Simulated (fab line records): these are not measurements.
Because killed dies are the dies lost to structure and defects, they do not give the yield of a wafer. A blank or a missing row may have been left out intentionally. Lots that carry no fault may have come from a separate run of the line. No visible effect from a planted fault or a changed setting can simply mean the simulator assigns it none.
The tool behind it: which one? || flow sky130 || Sampling: 24 lots, 72 wafers, 6 of 708 route steps

WHAT EACH GAUGE READ, for each wafer
SKY_CONTACT_OVL_MEAS_15. Usual: CONTACT_OVL typically reads -1 nm, with standard deviation 6.
{"lot": "L074", "measured": "day 31 17:14", "on": "overlay-02", "CONTACT_OVL (nm)": "-4 -2 0", "flag": ""}
{"lot": "L075", "measured": "day 31 18:42", "on": "overlay-01", "CONTACT_OVL (nm)": "6 8 0", "flag": ""}
{"lot": "L076", "measured": "day 32 12:34", "on": "overlay-01", "CONTACT_OVL (nm)": "-7 -8 -6", "flag": ""}
{"lot": "L077", "measured": "day 32 16:59", "on": "overlay-02", "CONTACT_OVL (nm)": "8 12 15", "flag": ""}
{"lot": "L079", "measured": "day 32 17:08", "on": "overlay-01", "CONTACT_OVL (nm)": "-2 -2 2", "flag": ""}
{"lot": "L078", "measured": "day 32 20:41", "on": "overlay-02", "CONTACT_OVL (nm)": "0 -4 -6", "flag": ""}
{"lot": "L080", "measured": "day 33 23:05", "on": "overlay-01", "CONTACT_OVL (nm)": "4 -4 1", "flag": ""}
{"lot": "L081", "measured": "day 34 03:41", "on": "overlay-02", "CONTACT_OVL (nm)": "4 11 3", "flag": ""}
{"lot": "L082", "measured": "day 34 11:14", "on": "overlay-01", "CONTACT_OVL (nm)": "-4 -7 -5", "flag": ""}
{"lot": "L083", "measured": "day 34 11:35", "on": "overlay-02", "CONTACT_OVL (nm)": "7 4 5", "flag": ""}
{"lot": "L085", "measured": "day 34 13:02", "on": "overlay-01", "CONTACT_OVL (nm)": "-6 -3 6", "flag": ""}
{"lot": "L084", "measured": "day 35 00:21", "on": "overlay-02", "CONTACT_OVL (nm)": "-4 5 1", "flag": ""}
{"lot": "L086", "measured": "day 35 18:55", "on": "overlay-01", "CONTACT_OVL (nm)": "-9 -8 -9", "flag": ""}
{"lot": "L087", "measured": "day 36 01:26", "on": "overlay-01", "CONTACT_OVL (nm)": "-3 2 -14", "flag": ""}
{"lot": "L088", "measured": "day 36 16:57", "on": "overlay-02", "CONTACT_OVL (nm)": "-7 -9 -3", "flag": ""}
{"lot": "L090", "measured": "day 36 20:50", "on": "overlay-01", "CONTACT_OVL (nm)": "-3 4 -2", "flag": ""}
{"lot": "L089", "measured": "day 36 22:21", "on": "overlay-01", "CONTACT_OVL (nm)": "-5 6 -1", "flag": ""}
{"lot": "L091", "measured": "day 37 00:25", "on": "overlay-01", "CONTACT_OVL (nm)": "-7 -11 -8", "flag": ""}
{"lot": "L092", "measured": "day 37 04:24", "on": "overlay-02", "CONTACT_OVL (nm)": "-4 3 -2", "flag": ""}
{"lot": "L093", "measured": "day 38 06:02", "on": "overlay-02", "CONTACT_OVL (nm)": "-4 -7 -7", "flag": ""}
{"lot": "L094", "measured": "day 38 09:32", "on": "overlay-02", "CONTACT_OVL (nm)": "11 11 5", "flag": ""}
{"lot": "L095", "measured": "day 38 10:41", "on": "overlay-02", "CONTACT_OVL (nm)": "-3 -8 4", "flag": ""}
{"lot": "L096", "measured": "day 38 13:45", "on": "overlay-01", "CONTACT_OVL (nm)": "5 -4 3", "flag": ""}
{"lot": "L097", "measured": "day 38 17:09", "on": "overlay-01", "CONTACT_OVL (nm)": "-3 -2 -1", "flag": ""}

SKY_PAD_OPEN_BOW_MEAS_13. Usual: PAD_OPEN_BOW typically reads 46 um, with standard deviation 9.2.
{"lot": "L074", "measured": "day 46 01:06", "on": "film-metro-02", "PAD_OPEN_BOW (um)": "44 47 41", "flag": ""}
{"lot": "L075", "measured": "day 46 01:16", "on": "film-metro-01", "PAD_OPEN_BOW (um)": "45 45 64", "flag": ""}
{"lot": "L076", "measured": "day 46 17:40", "on": "film-metro-02", "PAD_OPEN_BOW (um)": "37 38 53", "flag": ""}
{"lot": "L077", "measured": "day 46 19:06", "on": "film-metro-03", "PAD_OPEN_BOW (um)": "57 64 65", "flag": ""}
{"lot": "L079", "measured": "day 46 20:37", "on": "film-metro-03", "PAD_OPEN_BOW (um)": "52 52 52", "flag": ""}
{"lot": "L078", "measured": "day 46 22:07", "on": "film-metro-02", "PAD_OPEN_BOW (um)": "55 52 40", "flag": ""}
{"lot": "L080", "measured": "day 47 11:58", "on": "film-metro-01", "PAD_OPEN_BOW (um)": "53 51 58", "flag": ""}
{"lot": "L081", "measured": "day 47 19:05", "on": "film-metro-01", "PAD_OPEN_BOW (um)": "43 45 56", "flag": ""}
{"lot": "L082", "measured": "day 47 23:02", "on": "film-metro-01", "PAD_OPEN_BOW (um)": "46 45 50", "flag": ""}
{"lot": "L083", "measured": "day 47 21:32", "on": "film-metro-01", "PAD_OPEN_BOW (um)": "35 37 38", "flag": ""}
{"lot": "L085", "measured": "day 47 23:02", "on": "film-metro-03", "PAD_OPEN_BOW (um)": "48 41 38", "flag": ""}
{"lot": "L084", "measured": "day 48 08:08", "on": "film-metro-01", "PAD_OPEN_BOW (um)": "52 56 60", "flag": ""}
{"lot": "L086", "measured": "day 48 20:47", "on": "film-metro-02", "PAD_OPEN_BOW (um)": "56 57 44", "flag": ""}
{"lot": "L087", "measured": "day 49 01:34", "on": "film-metro-03", "PAD_OPEN_BOW (um)": "39 45 54", "flag": ""}
{"lot": "L088", "measured": "day 49 11:05", "on": "film-metro-02", "PAD_OPEN_BOW (um)": "52 49 56", "flag": ""}
{"lot": "L090", "measured": "day 49 12:56", "on": "film-metro-02", "PAD_OPEN_BOW (um)": "33 47 34", "flag": ""}
{"lot": "L089", "measured": "day 49 14:30", "on": "film-metro-02", "PAD_OPEN_BOW (um)": "44 50 42", "flag": ""}
{"lot": "L091", "measured": "day 49 17:33", "on": "film-metro-01", "PAD_OPEN_BOW (um)": "60 53 53", "flag": ""}
{"lot": "L092", "measured": "day 49 20:15", "on": "film-metro-03", "PAD_OPEN_BOW (um)": "24 34 29", "flag": ""}
{"lot": "L093", "measured": "day 50 11:37", "on": "film-metro-01", "PAD_OPEN_BOW (um)": "33 39 28", "flag": ""}
{"lot": "L094", "measured": "day 50 16:09", "on": "film-metro-01", "PAD_OPEN_BOW (um)": "28 46 40", "flag": ""}
{"lot": "L095", "measured": "day 50 13:43", "on": "film-metro-02", "PAD_OPEN_BOW (um)": "39 44 56", "flag": ""}
{"lot": "L096", "measured": "day 50 21:35", "on": "film-metro-03", "PAD_OPEN_BOW (um)": "40 48 49", "flag": ""}
{"lot": "L097", "measured": "day 50 22:56", "on": "film-metro-01", "PAD_OPEN_BOW (um)": "25 34 31", "flag": ""}

EACH LOT AND THE TOOL THAT RAN IT (in order: tool; ch and the chambers of the sampled wafers; start)
{"lot": "L074", "SKY_LI_CONTACT_CMP_24": "cmp-02 ch 0,2, day 29 07:30", "SKY_VIA3_CVD_21": "cvd-w-02 ch 0, day 39 20:53", "SKY_METAL4_SPUTTER_03": "pvd-sputter-01, day 39 21:35", "SKY_VIA4_CMP_21": "cmp-02 ch 1,3, day 43 01:28"}
{"lot": "L075", "SKY_LI_CONTACT_CMP_24": "cmp-02 ch 1,2,3, day 29 11:01", "SKY_VIA3_CVD_21": "cvd-w-01 ch 0,1, day 39 21:17", "SKY_METAL4_SPUTTER_03": "pvd-sputter-03, day 39 21:56", "SKY_VIA4_CMP_21": "cmp-02 ch 0,3, day 43 02:28"}
{"lot": "L076", "SKY_LI_CONTACT_CMP_24": "cmp-02 ch 0,2,3, day 30 10:50", "SKY_VIA3_CVD_21": "cvd-w-02 ch 0,1, day 40 17:14", "SKY_METAL4_SPUTTER_03": "pvd-sputter-01, day 40 17:53", "SKY_VIA4_CMP_21": "cmp-02 ch 1,2,3, day 43 20:09"}
{"lot": "L077", "SKY_LI_CONTACT_CMP_24": "cmp-02 ch 0,1,3, day 30 12:24", "SKY_VIA3_CVD_21": "cvd-w-02 ch 0, day 40 19:20", "SKY_METAL4_SPUTTER_03": "pvd-sputter-03, day 40 20:02", "SKY_VIA4_CMP_21": "cmp-02 ch 0,1,3, day 43 22:02"}
{"lot": "L079", "SKY_LI_CONTACT_CMP_24": "cmp-01 ch 1,2,3, day 30 12:26", "SKY_VIA3_CVD_21": "cvd-w-02 ch 0,1, day 40 20:17", "SKY_METAL4_SPUTTER_03": "pvd-sputter-01, day 40 20:59", "SKY_VIA4_CMP_21": "cmp-02 ch 1,2,3, day 43 22:35"}
{"lot": "L078", "SKY_LI_CONTACT_CMP_24": "cmp-02 ch 1,2, day 30 14:32", "SKY_VIA3_CVD_21": "cvd-w-02 ch 0,1, day 40 22:05", "SKY_METAL4_SPUTTER_03": "pvd-sputter-01, day 40 22:46", "SKY_VIA4_CMP_21": "cmp-02 ch 0,2,3, day 44 00:31"}
{"lot": "L080", "SKY_LI_CONTACT_CMP_24": "cmp-02 ch 0,1, day 31 15:16", "SKY_VIA3_CVD_21": "cvd-w-02 ch 0, day 41 18:17", "SKY_METAL4_SPUTTER_03": "pvd-sputter-03, day 41 18:59", "SKY_VIA4_CMP_21": "cmp-01 ch 1,2,3, day 44 17:19"}
{"lot": "L081", "SKY_LI_CONTACT_CMP_24": "cmp-02 ch 0,2, day 31 20:06", "SKY_VIA3_CVD_21": "cvd-w-02 ch 0,1, day 42 01:53", "SKY_METAL4_SPUTTER_03": "pvd-sputter-01, day 42 02:35", "SKY_VIA4_CMP_21": "cmp-01 ch 1,2,3, day 45 01:22"}
{"lot": "L082", "SKY_LI_CONTACT_CMP_24": "cmp-02 ch 0,1, day 32 04:22", "SKY_VIA3_CVD_21": "cvd-w-02 ch 0,1, day 42 06:17", "SKY_METAL4_SPUTTER_03": "pvd-sputter-03, day 42 06:59", "SKY_VIA4_CMP_21": "cmp-01 ch 1,2,3, day 45 05:55"}
{"lot": "L083", "SKY_LI_CONTACT_CMP_24": "cmp-01 ch 1,2,3, day 32 04:52", "SKY_VIA3_CVD_21": "cvd-w-01 ch 1, day 42 05:35", "SKY_METAL4_SPUTTER_03": "pvd-sputter-03, day 42 06:16", "SKY_VIA4_CMP_21": "cmp-02 ch 1,2,3, day 45 03:22"}
{"lot": "L085", "SKY_LI_CONTACT_CMP_24": "cmp-02 ch 1,3, day 32 06:55", "SKY_VIA3_CVD_21": "cvd-w-02 ch 0,1, day 42 05:58", "SKY_METAL4_SPUTTER_03": "pvd-sputter-03, day 42 06:39", "SKY_VIA4_CMP_21": "cmp-01 ch 0,2, day 45 03:40"}
{"lot": "L084", "SKY_LI_CONTACT_CMP_24": "cmp-02 ch 0,1,3, day 32 18:15", "SKY_VIA3_CVD_21": "cvd-w-02 ch 0,1, day 42 17:29", "SKY_METAL4_SPUTTER_03": "pvd-sputter-03, day 42 18:35", "SKY_VIA4_CMP_21": "cmp-02 ch 0,2,3, day 45 17:25"}
{"lot": "L086", "SKY_LI_CONTACT_CMP_24": "cmp-02 ch 1,2,3, day 33 12:18", "SKY_VIA3_CVD_21": "cvd-w-01 ch 0,1, day 43 08:47", "SKY_METAL4_SPUTTER_03": "pvd-sputter-01, day 43 09:43", "SKY_VIA4_CMP_21": "cmp-02 ch 0,2,3, day 46 06:40"}
{"lot": "L087", "SKY_LI_CONTACT_CMP_24": "cmp-02 ch 0,2,3, day 33 18:43", "SKY_VIA3_CVD_21": "cvd-w-01 ch 0,1, day 43 15:43", "SKY_METAL4_SPUTTER_03": "pvd-sputter-01, day 43 16:35", "SKY_VIA4_CMP_21": "cmp-01 ch 1,2, day 46 13:20"}
{"lot": "L088", "SKY_LI_CONTACT_CMP_24": "cmp-02 ch 1,2, day 34 11:02", "SKY_VIA3_CVD_21": "cvd-w-02 ch 0,1, day 44 03:07", "SKY_METAL4_SPUTTER_03": "pvd-sputter-01, day 44 03:49", "SKY_VIA4_CMP_21": "cmp-01 ch 0,3, day 46 22:59"}
{"lot": "L090", "SKY_LI_CONTACT_CMP_24": "cmp-02 ch 1,2,3, day 34 15:32", "SKY_VIA3_CVD_21": "cvd-w-02 ch 0,1, day 44 06:44", "SKY_METAL4_SPUTTER_03": "pvd-sputter-01, day 44 07:26", "SKY_VIA4_CMP_21": "cmp-02 ch 0,1,2, day 47 01:56"}
{"lot": "L089", "SKY_LI_CONTACT_CMP_24": "cmp-02 ch 1,2, day 34 15:57", "SKY_VIA3_CVD_21": "cvd-w-02 ch 0,1, day 44 08:52", "SKY_METAL4_SPUTTER_03": "pvd-sputter-03, day 44 09:31", "SKY_VIA4_CMP_21": "cmp-02 ch 0,2, day 47 03:22"}
{"lot": "L091", "SKY_LI_CONTACT_CMP_24": "cmp-01 ch 0,1,2, day 34 19:08", "SKY_VIA3_CVD_21": "cvd-w-02 ch 0,1, day 44 14:33", "SKY_METAL4_SPUTTER_03": "pvd-sputter-02, day 44 15:12", "SKY_VIA4_CMP_21": "cmp-01 ch 0,3, day 47 08:27"}
{"lot": "L092", "SKY_LI_CONTACT_CMP_24": "cmp-01 ch 1,2, day 34 22:18", "SKY_VIA3_CVD_21": "cvd-w-02 ch 0,1, day 44 15:44", "SKY_METAL4_SPUTTER_03": "pvd-sputter-02, day 44 16:25", "SKY_VIA4_CMP_21": "cmp-02 ch 1,2, day 47 10:39"}
{"lot": "L093", "SKY_LI_CONTACT_CMP_24": "cmp-01 ch 0,3, day 36 00:45", "SKY_VIA3_CVD_21": "cvd-w-01 ch 0,1, day 45 13:59", "SKY_METAL4_SPUTTER_03": "pvd-sputter-01, day 45 14:41", "SKY_VIA4_CMP_21": "cmp-02 ch 1,2, day 48 05:16"}
{"lot": "L094", "SKY_LI_CONTACT_CMP_24": "cmp-01 ch 1,2,3, day 36 05:07", "SKY_VIA3_CVD_21": "cvd-w-02 ch 0,1, day 45 18:08", "SKY_METAL4_SPUTTER_03": "pvd-sputter-02, day 45 18:54", "SKY_VIA4_CMP_21": "cmp-01 ch 0,3, day 48 09:58"}
{"lot": "L095", "SKY_LI_CONTACT_CMP_24": "cmp-01 ch 1,2,3, day 36 06:22", "SKY_VIA3_CVD_21": "cvd-w-01 ch 0,1, day 45 15:35", "SKY_METAL4_SPUTTER_03": "pvd-sputter-02, day 45 16:17", "SKY_VIA4_CMP_21": "cmp-01 ch 0,2,3, day 48 08:16"}
{"lot": "L096", "SKY_LI_CONTACT_CMP_24": "cmp-01 ch 0,1,3, day 36 09:57", "SKY_VIA3_CVD_21": "cvd-w-01 ch 0,1, day 45 22:12", "SKY_METAL4_SPUTTER_03": "pvd-sputter-02, day 45 22:53", "SKY_VIA4_CMP_21": "cmp-01 ch 0,3, day 48 14:48"}
{"lot": "L097", "SKY_LI_CONTACT_CMP_24": "cmp-02 ch 0,2, day 36 11:10", "SKY_VIA3_CVD_21": "cvd-w-01 ch 1, day 46 00:34", "SKY_METAL4_SPUTTER_03": "pvd-sputter-01, day 46 01:16", "SKY_VIA4_CMP_21": "cmp-01 ch 0,1,2, day 48 16:06"}
- SKY_LI_CONTACT_CMP_24: polishes, stops on PSG, t overpolish 20 s, target thk 0 nm.
- SKY_VIA3_CVD_21: deposits W, target thk 390 nm, time 117.31 s.
- SKY_METAL4_SPUTTER_03: material Ti, target thk 5 nm, time 3.3 s.
- SKY_VIA4_CMP_21: polishes, stops on SiO2, t overpolish 25 s, target thk 0 nm.

WHAT THE TOOLS THEMSELVES READ (means of the sampled wafers that have a number; where no wafer has one, the mark that the record gives instead)
SKY_LI_CONTACT_CMP_24. Usual: motor-current-A 11.3 A, standard deviation 1; overpolish-run-s 20.000 s, standard deviation 0.0093; time-to-endpoint-s 95 s, standard deviation 4.8.
{"lot": "L074", "tool": "cmp-02", "motor-current-A (A)": 11.1, "overpolish-run-s (s)": 20.003, "time-to-endpoint-s (s)": 92, "flag": ""}
{"lot": "L075", "tool": "cmp-02", "motor-current-A (A)": 11.0, "overpolish-run-s (s)": 19.996, "time-to-endpoint-s (s)": 98, "flag": ""}
{"lot": "L076", "tool": "cmp-02", "motor-current-A (A)": 10.5, "overpolish-run-s (s)": 20.003, "time-to-endpoint-s (s)": 93, "flag": ""}
{"lot": "L077", "tool": "cmp-02", "motor-current-A (A)": 11.1, "overpolish-run-s (s)": 20.006, "time-to-endpoint-s (s)": 95, "flag": ""}
{"lot": "L079", "tool": "cmp-01", "motor-current-A (A)": 11.3, "overpolish-run-s (s)": 20.008, "time-to-endpoint-s (s)": 97, "flag": ""}
{"lot": "L078", "tool": "cmp-02", "motor-current-A (A)": 11.4, "overpolish-run-s (s)": 20.008, "time-to-endpoint-s (s)": 94, "flag": ""}
{"lot": "L080", "tool": "cmp-02", "motor-current-A (A)": 11.1, "overpolish-run-s (s)": 19.995, "time-to-endpoint-s (s)": 99, "flag": ""}
{"lot": "L081", "tool": "cmp-02", "motor-current-A (A)": 11.1, "overpolish-run-s (s)": 19.995, "time-to-endpoint-s (s)": 99, "flag": ""}
{"lot": "L082", "tool": "cmp-02", "motor-current-A (A)": 12.0, "overpolish-run-s (s)": 19.998, "time-to-endpoint-s (s)": 95, "flag": ""}
{"lot": "L083", "tool": "cmp-01", "motor-current-A (A)": 11.4, "overpolish-run-s (s)": 19.992, "time-to-endpoint-s (s)": 100, "flag": ""}
{"lot": "L085", "tool": "cmp-02", "motor-current-A (A)": 11.8, "overpolish-run-s (s)": 20.003, "time-to-endpoint-s (s)": 96, "flag": ""}
{"lot": "L084", "tool": "cmp-02", "motor-current-A (A)": 11.0, "overpolish-run-s (s)": 20.002, "time-to-endpoint-s (s)": 99, "flag": ""}
{"lot": "L086", "tool": "cmp-02", "motor-current-A (A)": 11.1, "overpolish-run-s (s)": 20.007, "time-to-endpoint-s (s)": 91, "flag": ""}
{"lot": "L087", "tool": "cmp-02", "motor-current-A (A)": 10.8, "overpolish-run-s (s)": 20.007, "time-to-endpoint-s (s)": 96, "flag": ""}
{"lot": "L088", "tool": "cmp-02", "motor-current-A (A)": 11.7, "overpolish-run-s (s)": 19.998, "time-to-endpoint-s (s)": 91, "flag": ""}
{"lot": "L090", "tool": "cmp-02", "motor-current-A (A)": 11.3, "overpolish-run-s (s)": 19.995, "time-to-endpoint-s (s)": 95, "flag": ""}
{"lot": "L089", "tool": "cmp-02", "motor-current-A (A)": 11.8, "overpolish-run-s (s)": 19.993, "time-to-endpoint-s (s)": 100, "flag": ""}
{"lot": "L091", "tool": "cmp-01", "motor-current-A (A)": 11.7, "overpolish-run-s (s)": 19.996, "time-to-endpoint-s (s)": 91, "flag": ""}
{"lot": "L092", "tool": "cmp-01", "motor-current-A (A)": 11.4, "overpolish-run-s (s)": 20.000, "time-to-endpoint-s (s)": 93, "flag": ""}
{"lot": "L093", "tool": "cmp-01", "motor-current-A (A)": 11.5, "overpolish-run-s (s)": 20.004, "time-to-endpoint-s (s)": 93, "flag": ""}
{"lot": "L094", "tool": "cmp-01", "motor-current-A (A)": 11.9, "overpolish-run-s (s)": 20.003, "time-to-endpoint-s (s)": 92, "flag": ""}
{"lot": "L095", "tool": "cmp-01", "motor-current-A (A)": 11.5, "overpolish-run-s (s)": 19.995, "time-to-endpoint-s (s)": 98, "flag": ""}
{"lot": "L096", "tool": "cmp-01", "motor-current-A (A)": 11.7, "overpolish-run-s (s)": 19.993, "time-to-endpoint-s (s)": 92, "flag": ""}
{"lot": "L097", "tool": "cmp-02", "motor-current-A (A)": 11.3, "overpolish-run-s (s)": 19.986, "time-to-endpoint-s (s)": 95, "flag": ""}

SKY_VIA3_CVD_21. Usual: heater-power-w at 834 W, with a standard deviation of 34.
{"lot": "L074", "tool": "cvd-w-02", "heater-power-w (W)": 856, "flag": ""}
{"lot": "L075", "tool": "cvd-w-01", "heater-power-w (W)": 798, "flag": ""}
{"lot": "L076", "tool": "cvd-w-02", "heater-power-w (W)": 866, "flag": ""}
{"lot": "L077", "tool": "cvd-w-02", "heater-power-w (W)": 869, "flag": ""}
{"lot": "L079", "tool": "cvd-w-02", "heater-power-w (W)": 848, "flag": ""}
{"lot": "L078", "tool": "cvd-w-02", "heater-power-w (W)": 847, "flag": ""}
{"lot": "L080", "tool": "cvd-w-02", "heater-power-w (W)": 874, "flag": ""}
{"lot": "L081", "tool": "cvd-w-02", "heater-power-w (W)": 848, "flag": ""}
{"lot": "L082", "tool": "cvd-w-02", "heater-power-w (W)": 855, "flag": ""}
{"lot": "L083", "tool": "cvd-w-01", "heater-power-w (W)": 786, "flag": ""}
{"lot": "L085", "tool": "cvd-w-02", "heater-power-w (W)": 856, "flag": ""}
{"lot": "L084", "tool": "cvd-w-02", "heater-power-w (W)": 836, "flag": ""}
{"lot": "L086", "tool": "cvd-w-01", "heater-power-w (W)": 786, "flag": ""}
{"lot": "L087", "tool": "cvd-w-01", "heater-power-w (W)": 799, "flag": ""}
{"lot": "L088", "tool": "cvd-w-02", "heater-power-w (W)": 853, "flag": ""}
{"lot": "L090", "tool": "cvd-w-02", "heater-power-w (W)": 853, "flag": ""}
{"lot": "L089", "tool": "cvd-w-02", "heater-power-w (W)": 852, "flag": ""}
{"lot": "L091", "tool": "cvd-w-02", "heater-power-w (W)": 849, "flag": ""}
{"lot": "L092", "tool": "cvd-w-02", "heater-power-w (W)": 876, "flag": ""}
{"lot": "L093", "tool": "cvd-w-01", "heater-power-w (W)": 787, "flag": ""}
{"lot": "L094", "tool": "cvd-w-02", "heater-power-w (W)": 865, "flag": ""}
{"lot": "L095", "tool": "cvd-w-01", "heater-power-w (W)": 796, "flag": ""}
{"lot": "L096", "tool": "cvd-w-01", "heater-power-w (W)": 789, "flag": ""}
{"lot": "L097", "tool": "cvd-w-01", "heater-power-w (W)": 815, "flag": ""}

SKY_METAL4_SPUTTER_03. Usual: throttle-valve-pct at 30.3 %, with a standard deviation of 1.3.
{"lot": "L074", "tool": "pvd-sputter-01", "throttle-valve-pct (%)": 30.1, "flag": ""}
{"lot": "L075", "tool": "pvd-sputter-03", "throttle-valve-pct (%)": 30.8, "flag": ""}
{"lot": "L076", "tool": "pvd-sputter-01", "throttle-valve-pct (%)": 31.0, "flag": ""}
{"lot": "L077", "tool": "pvd-sputter-03", "throttle-valve-pct (%)": 30.6, "flag": ""}
{"lot": "L079", "tool": "pvd-sputter-01", "throttle-valve-pct (%)": 30.9, "flag": ""}
{"lot": "L078", "tool": "pvd-sputter-01", "throttle-valve-pct (%)": 30.9, "flag": ""}
{"lot": "L080", "tool": "pvd-sputter-03", "throttle-valve-pct (%)": 30.1, "flag": ""}
{"lot": "L081", "tool": "pvd-sputter-01", "throttle-valve-pct (%)": 30.0, "flag": ""}
{"lot": "L082", "tool": "pvd-sputter-03", "throttle-valve-pct (%)": 30.7, "flag": ""}
{"lot": "L083", "tool": "pvd-sputter-03", "throttle-valve-pct (%)": 30.8, "flag": ""}
{"lot": "L085", "tool": "pvd-sputter-03", "throttle-valve-pct (%)": 30.7, "flag": ""}
{"lot": "L084", "tool": "pvd-sputter-03", "throttle-valve-pct (%)": 30.2, "flag": ""}
{"lot": "L086", "tool": "pvd-sputter-01", "throttle-valve-pct (%)": 31.5, "flag": ""}
{"lot": "L087", "tool": "pvd-sputter-01", "throttle-valve-pct (%)": 30.7, "flag": ""}
{"lot": "L088", "tool": "pvd-sputter-01", "throttle-valve-pct (%)": 31.5, "flag": ""}
{"lot": "L090", "tool": "pvd-sputter-01", "throttle-valve-pct (%)": 29.2, "flag": ""}
{"lot": "L089", "tool": "pvd-sputter-03", "throttle-valve-pct (%)": 30.6, "flag": ""}
{"lot": "L091", "tool": "pvd-sputter-02", "throttle-valve-pct (%)": 30.5, "flag": ""}
{"lot": "L092", "tool": "pvd-sputter-02", "throttle-valve-pct (%)": 30.5, "flag": ""}
{"lot": "L093", "tool": "pvd-sputter-01", "throttle-valve-pct (%)": 29.8, "flag": ""}
{"lot": "L094", "tool": "pvd-sputter-02", "throttle-valve-pct (%)": 30.4, "flag": ""}
{"lot": "L095", "tool": "pvd-sputter-02", "throttle-valve-pct (%)": 29.7, "flag": ""}
{"lot": "L096", "tool": "pvd-sputter-02", "throttle-valve-pct (%)": 30.4, "flag": ""}
{"lot": "L097", "tool": "pvd-sputter-01", "throttle-valve-pct (%)": 30.9, "flag": ""}

SKY_VIA4_CMP_21. Usual: motor-current-A 11.3 A, standard deviation 0.98; overpolish-run-s 24.999 s, standard deviation 0.0095; time-to-endpoint-s 124 s, standard deviation 6.2.
{"lot": "L074", "tool": "cmp-02", "motor-current-A (A)": 11.6, "overpolish-run-s (s)": 25.008, "time-to-endpoint-s (s)": 122, "flag": ""}
{"lot": "L075", "tool": "cmp-02", "motor-current-A (A)": 10.6, "overpolish-run-s (s)": 25.004, "time-to-endpoint-s (s)": 131, "flag": ""}
{"lot": "L076", "tool": "cmp-02", "motor-current-A (A)": 10.8, "overpolish-run-s (s)": 24.995, "time-to-endpoint-s (s)": 125, "flag": ""}
{"lot": "L077", "tool": "cmp-02", "motor-current-A (A)": 10.9, "overpolish-run-s (s)": 25.000, "time-to-endpoint-s (s)": 120, "flag": ""}
{"lot": "L079", "tool": "cmp-02", "motor-current-A (A)": 11.1, "overpolish-run-s (s)": 25.003, "time-to-endpoint-s (s)": 123, "flag": ""}
{"lot": "L078", "tool": "cmp-02", "motor-current-A (A)": 10.2, "overpolish-run-s (s)": 25.004, "time-to-endpoint-s (s)": 126, "flag": ""}
{"lot": "L080", "tool": "cmp-01", "motor-current-A (A)": 11.7, "overpolish-run-s (s)": 25.003, "time-to-endpoint-s (s)": 129, "flag": ""}
{"lot": "L081", "tool": "cmp-01", "motor-current-A (A)": 11.9, "overpolish-run-s (s)": 24.990, "time-to-endpoint-s (s)": 128, "flag": ""}
{"lot": "L082", "tool": "cmp-01", "motor-current-A (A)": 11.1, "overpolish-run-s (s)": 24.992, "time-to-endpoint-s (s)": 129, "flag": ""}
{"lot": "L083", "tool": "cmp-02", "motor-current-A (A)": 10.9, "overpolish-run-s (s)": 25.001, "time-to-endpoint-s (s)": 125, "flag": ""}
{"lot": "L085", "tool": "cmp-01", "motor-current-A (A)": 12.2, "overpolish-run-s (s)": 24.997, "time-to-endpoint-s (s)": 120, "flag": ""}
{"lot": "L084", "tool": "cmp-02", "motor-current-A (A)": 10.8, "overpolish-run-s (s)": 25.005, "time-to-endpoint-s (s)": 131, "flag": ""}
{"lot": "L086", "tool": "cmp-02", "motor-current-A (A)": 10.5, "overpolish-run-s (s)": 24.993, "time-to-endpoint-s (s)": 127, "flag": ""}
{"lot": "L087", "tool": "cmp-01", "motor-current-A (A)": 11.1, "overpolish-run-s (s)": 24.996, "time-to-endpoint-s (s)": 120, "flag": ""}
{"lot": "L088", "tool": "cmp-01", "motor-current-A (A)": 12.0, "overpolish-run-s (s)": 25.002, "time-to-endpoint-s (s)": 127, "flag": ""}
{"lot": "L090", "tool": "cmp-02", "motor-current-A (A)": 11.4, "overpolish-run-s (s)": 25.008, "time-to-endpoint-s (s)": 116, "flag": ""}
{"lot": "L089", "tool": "cmp-02", "motor-current-A (A)": 11.1, "overpolish-run-s (s)": 24.990, "time-to-endpoint-s (s)": 112, "flag": ""}
{"lot": "L091", "tool": "cmp-01", "motor-current-A (A)": 11.8, "overpolish-run-s (s)": 24.991, "time-to-endpoint-s (s)": 129, "flag": ""}
{"lot": "L092", "tool": "cmp-02", "motor-current-A (A)": 11.7, "overpolish-run-s (s)": 24.997, "time-to-endpoint-s (s)": 115, "flag": ""}
{"lot": "L093", "tool": "cmp-02", "motor-current-A (A)": 11.7, "overpolish-run-s (s)": 25.011, "time-to-endpoint-s (s)": 123, "flag": ""}
{"lot": "L094", "tool": "cmp-01", "motor-current-A (A)": 11.9, "overpolish-run-s (s)": 25.001, "time-to-endpoint-s (s)": 119, "flag": ""}
{"lot": "L095", "tool": "cmp-01", "motor-current-A (A)": 11.7, "overpolish-run-s (s)": 24.998, "time-to-endpoint-s (s)": 123, "flag": ""}
{"lot": "L096", "tool": "cmp-01", "motor-current-A (A)": 11.6, "overpolish-run-s (s)": 24.997, "time-to-endpoint-s (s)": 126, "flag": ""}
{"lot": "L097", "tool": "cmp-01", "motor-current-A (A)": 11.6, "overpolish-run-s (s)": 25.007, "time-to-endpoint-s (s)": 124, "flag": ""}

THE ANSWER, worked out from the rows above alone
Rule: take the mean of a lot's wafers that have a number; if it is more than 3 standard deviations from the usual mean, the lot is off. Also off: a lot with no number at a reading for which 4 or more lots have one. The other lots that the step has rows for count as sound. The gauges are gone through in route order, then the tools' own readings, and for those a lot's mean is taken as printed above. At the first step where some lot is off, the reading lying furthest off is the one used; lots without a number count as furthest.
Across all readings shown, no lot is off: no conclusion can be drawn from this.

WHAT THE SIMULATOR HAD INSERTED
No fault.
